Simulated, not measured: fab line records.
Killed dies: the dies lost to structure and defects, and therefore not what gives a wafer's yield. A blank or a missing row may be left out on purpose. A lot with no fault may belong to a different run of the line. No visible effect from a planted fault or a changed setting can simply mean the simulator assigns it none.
The tool behind it: which one? / flow gf180mcu / 39 wafers from 13 lots sampled at 4 of the route's 602 steps

WHAT THE GAUGES READ, wafer by wafer
GF_POLY_GATE_CD_MEAS_10: the cd target is 280 nm. Usual: cd nm at 279.8 nm, with a standard deviation of 1.2.
lot=L914; measured=day 9 08:07; on=cd sem-01; cd nm (nm)=280.7 280.8 281.2; flag=
lot=L917; measured=day 9 23:11; on=cd sem-02; cd nm (nm)=279.4 278.5 278.2; flag=
lot=L921; measured=day 11 07:29; on=cd sem-02; cd nm (nm)=279.5 278.8 279.3; flag=
lot=L924; measured=day 12 06:44; on=cd sem-02; cd nm (nm)=281.1 280.1 280.4; flag=
lot=L926; measured=day 12 20:40; on=cd sem-01; cd nm (nm)=278.6 279.9 279.4; flag=
lot=L927; measured=day 13 00:47; on=cd sem-01; cd nm (nm)=278.4 278.1 278.1; flag=
lot=L928; measured=day 13 13:25; on=cd sem-01; cd nm (nm)=278.5 278.9 278.9; flag=
lot=L929; measured=day 13 17:06; on=cd sem-01; cd nm (nm)=281.9 281.2 281.8; flag=
lot=L932; measured=day 14 10:23; on=cd sem-02; cd nm (nm)=279.0 278.6 279.6; flag=
lot=L933; measured=day 14 19:16; on=cd sem-01; cd nm (nm)=282.5 281.1 280.8; flag=
lot=L935; measured=day 15 10:14; on=cd sem-01; cd nm (nm)=282.2 282.4 281.3; flag=
lot=L936; measured=day 15 15:45; on=cd sem-02; cd nm (nm)=280.1 279.7 280.2; flag=
lot=L937; measured=day 16 01:27; on=cd sem-01; cd nm (nm)=280.1 279.3 280.0; flag=

GF_HV_LDD_CD_MEAS_46: the cd target is 400 nm. Usual: cd nm at 399.9 nm, with a standard deviation of 2.
lot=L914; measured=day 12 12:06; on=cd sem-02; cd nm (nm)=400.6 400.5 397.2; flag=
lot=L917; measured=day 13 06:16; on=cd sem-02; cd nm (nm)=401.2 404.3 401.8; flag=
lot=L921; measured=day 14 17:49; on=cd sem-02; cd nm (nm)=398.8 399.1 399.1; flag=
lot=L924; measured=day 15 19:32; on=cd sem-02; cd nm (nm)=402.0 401.7 399.8; flag=
lot=L926; measured=day 16 11:26; on=cd sem-01; cd nm (nm)=397.7 399.2 400.7; flag=
lot=L927; measured=day 16 15:32; on=cd sem-01; cd nm (nm)=402.6 405.5 402.9; flag=
lot=L928; measured=day 17 06:08; on=cd sem-01; cd nm (nm)=396.5 397.5 398.0; flag=
lot=L929; measured=day 17 11:13; on=cd sem-02; cd nm (nm)=400.8 399.2 398.6; flag=
lot=L932; measured=day 18 06:49; on=cd sem-01; cd nm (nm)=399.0 401.2 400.9; flag=
lot=L933; measured=day 18 16:13; on=cd sem-01; cd nm (nm)=400.3 398.5 398.8; flag=
lot=L935; measured=day 19 09:34; on=cd sem-02; cd nm (nm)=401.3 403.9 400.1; flag=
lot=L936; measured=day 19 14:32; on=cd sem-01; cd nm (nm)=399.7 399.3 399.5; flag=
lot=L937; measured=day 20 00:12; on=cd sem-01; cd nm (nm)=399.7 398.9 398.1; flag=

WHICH TOOL RAN EACH LOT (tool, then ch and the chambers of the sampled wafers, then the start)
lot=L914; GF_DNWELL_EXPOSE_04=iline stepper-02 ch 0, day 2 12:19; GF_HV_LDD_STRIP_10=plasma asher-02 ch 0,1, day 10 04:02
lot=L917; GF_DNWELL_EXPOSE_04=iline stepper-01 ch 0, day 3 03:46; GF_HV_LDD_STRIP_10=plasma asher-03 ch 0,1, day 10 19:28
lot=L921; GF_DNWELL_EXPOSE_04=iline stepper-01 ch 0, day 4 01:57; GF_HV_LDD_STRIP_10=plasma asher-03 ch 0,1, day 12 03:58
lot=L924; GF_DNWELL_EXPOSE_04=iline stepper-01 ch 0, day 4 19:28; GF_HV_LDD_STRIP_10=plasma asher-02 ch 0,1, day 13 04:53
lot=L926; GF_DNWELL_EXPOSE_04=iline stepper-01 ch 0, day 5 04:40; GF_HV_LDD_STRIP_10=plasma asher-03 ch 0,1, day 13 18:56
lot=L927; GF_DNWELL_EXPOSE_04=iline stepper-02 ch 0, day 5 08:55; GF_HV_LDD_STRIP_10=plasma asher-03 ch 0,1, day 13 22:59
lot=L928; GF_DNWELL_EXPOSE_04=iline stepper-01 ch 0, day 5 14:44; GF_HV_LDD_STRIP_10=plasma asher-02 ch 0,1, day 14 12:13
lot=L929; GF_DNWELL_EXPOSE_04=iline stepper-02 ch 0, day 5 19:17; GF_HV_LDD_STRIP_10=plasma asher-02 ch 0,1, day 14 16:44
lot=L932; GF_DNWELL_EXPOSE_04=iline stepper-01 ch 0, day 6 09:54; GF_HV_LDD_STRIP_10=plasma asher-02 ch 0,1, day 15 10:25
lot=L933; GF_DNWELL_EXPOSE_04=iline stepper-02 ch 0, day 6 15:14; GF_HV_LDD_STRIP_10=plasma asher-03 ch 0,1, day 15 19:56
lot=L935; GF_DNWELL_EXPOSE_04=iline stepper-01 ch 0, day 7 03:04; GF_HV_LDD_STRIP_10=plasma asher-03 ch 0,1, day 16 11:47
lot=L936; GF_DNWELL_EXPOSE_04=iline stepper-02 ch 0, day 7 07:02; GF_HV_LDD_STRIP_10=plasma asher-02 ch 0,1, day 16 16:17
lot=L937; GF_DNWELL_EXPOSE_04=iline stepper-01 ch 0, day 7 14:04; GF_HV_LDD_STRIP_10=plasma asher-03 ch 0,1, day 17 01:25
- GF_DNWELL_EXPOSE_04: exposes mask DNWELL, target cd 1700 nm.
- GF_HV_LDD_STRIP_10: strips in O2/N2.

WHAT THE TOOLS THEMSELVES READ (means of the sampled wafers that have a number; where no wafer has one, the mark that the record gives instead)
GF_DNWELL_EXPOSE_04. Usual: stage vel mm s 500.03 mm/s, standard deviation 0.27.
lot=L914; tool=iline stepper-02; stage vel mm s (mm/s)=500.04; flag=
lot=L917; tool=iline stepper-01; stage vel mm s (mm/s)=500.43; flag=
lot=L921; tool=iline stepper-01; stage vel mm s (mm/s)=500.32; flag=
lot=L924; tool=iline stepper-01; stage vel mm s (mm/s)=499.79; flag=
lot=L926; tool=iline stepper-01; stage vel mm s (mm/s)=500.03; flag=
lot=L927; tool=iline stepper-02; stage vel mm s (mm/s)=499.84; flag=
lot=L928; tool=iline stepper-01; stage vel mm s (mm/s)=499.92; flag=
lot=L929; tool=iline stepper-02; stage vel mm s (mm/s)=499.92; flag=
lot=L932; tool=iline stepper-01; stage vel mm s (mm/s)=500.43; flag=
lot=L933; tool=iline stepper-02; stage vel mm s (mm/s)=499.91; flag=
lot=L935; tool=iline stepper-01; stage vel mm s (mm/s)=500.00; flag=
lot=L936; tool=iline stepper-02; stage vel mm s (mm/s)=499.95; flag=
lot=L937; tool=iline stepper-01; stage vel mm s (mm/s)=499.95; flag=

GF_HV_LDD_STRIP_10. Usual: drypump motor current A 5.7 A, standard deviation 0.46; heater power w 304 W, standard deviation 20; oes product au 0.715 a.u., standard deviation 0.0044; strip time to endpoint s 12.63 s, standard deviation 0.036.
lot=L914; tool=plasma asher-02; drypump motor current A (A)=5.3; heater power w (W)=292; oes product au (a.u.)=0.716; strip time to endpoint s (s)=12.63; flag=
lot=L917; tool=plasma asher-03; drypump motor current A (A)=5.8; heater power w (W)=296; oes product au (a.u.)=0.717; strip time to endpoint s (s)=12.70; flag=
lot=L921; tool=plasma asher-03; drypump motor current A (A)=6.0; heater power w (W)=303; oes product au (a.u.)=0.714; strip time to endpoint s (s)=12.65; flag=
lot=L924; tool=plasma asher-02; drypump motor current A (A)=5.7; heater power w (W)=302; oes product au (a.u.)=0.718; strip time to endpoint s (s)=12.69; flag=
lot=L926; tool=plasma asher-03; drypump motor current A (A)=6.0; heater power w (W)=303; oes product au (a.u.)=0.716; strip time to endpoint s (s)=12.65; flag=
lot=L927; tool=plasma asher-03; drypump motor current A (A)=5.8; heater power w (W)=294; oes product au (a.u.)=0.713; strip time to endpoint s (s)=12.63; flag=
lot=L928; tool=plasma asher-02; drypump motor current A (A)=5.7; heater power w (W)=299; oes product au (a.u.)=0.713; strip time to endpoint s (s)=12.58; flag=
lot=L929; tool=plasma asher-02; drypump motor current A (A)=5.6; heater power w (W)=300; oes product au (a.u.)=0.716; strip time to endpoint s (s)=12.63; flag=
lot=L932; tool=plasma asher-02; drypump motor current A (A)=5.7; heater power w (W)=300; oes product au (a.u.)=0.719; strip time to endpoint s (s)=12.64; flag=
lot=L933; tool=plasma asher-03; drypump motor current A (A)=6.0; heater power w (W)=306; oes product au (a.u.)=0.714; strip time to endpoint s (s)=12.62; flag=
lot=L935; tool=plasma asher-03; drypump motor current A (A)=5.8; heater power w (W)=293; oes product au (a.u.)=0.719; strip time to endpoint s (s)=12.65; flag=
lot=L936; tool=plasma asher-02; drypump motor current A (A)=5.3; heater power w (W)=291; oes product au (a.u.)=0.713; strip time to endpoint s (s)=12.61; flag=
lot=L937; tool=plasma asher-03; drypump motor current A (A)=5.8; heater power w (W)=295; oes product au (a.u.)=0.715; strip time to endpoint s (s)=12.62; flag=

THE ANSWER, worked out from the rows above alone
Rule: take the mean of a lot's wafers that have a number; if it is more than 3 standard deviations from the usual mean, the lot is off. A lot without any number at a reading at which 4 lots or more have one is off too. All remaining lots with rows at the step are treated as sound. First the gauges in route order, then the tools' own readings, where a lot's mean is used as printed above. The first step at which some lot is off is used, and at that step the reading that is off furthest; a lot without a number counts as furthest.
Nothing can be told from this: no lot is off at any reading shown.

WHAT THE SIMULATOR PUT IN
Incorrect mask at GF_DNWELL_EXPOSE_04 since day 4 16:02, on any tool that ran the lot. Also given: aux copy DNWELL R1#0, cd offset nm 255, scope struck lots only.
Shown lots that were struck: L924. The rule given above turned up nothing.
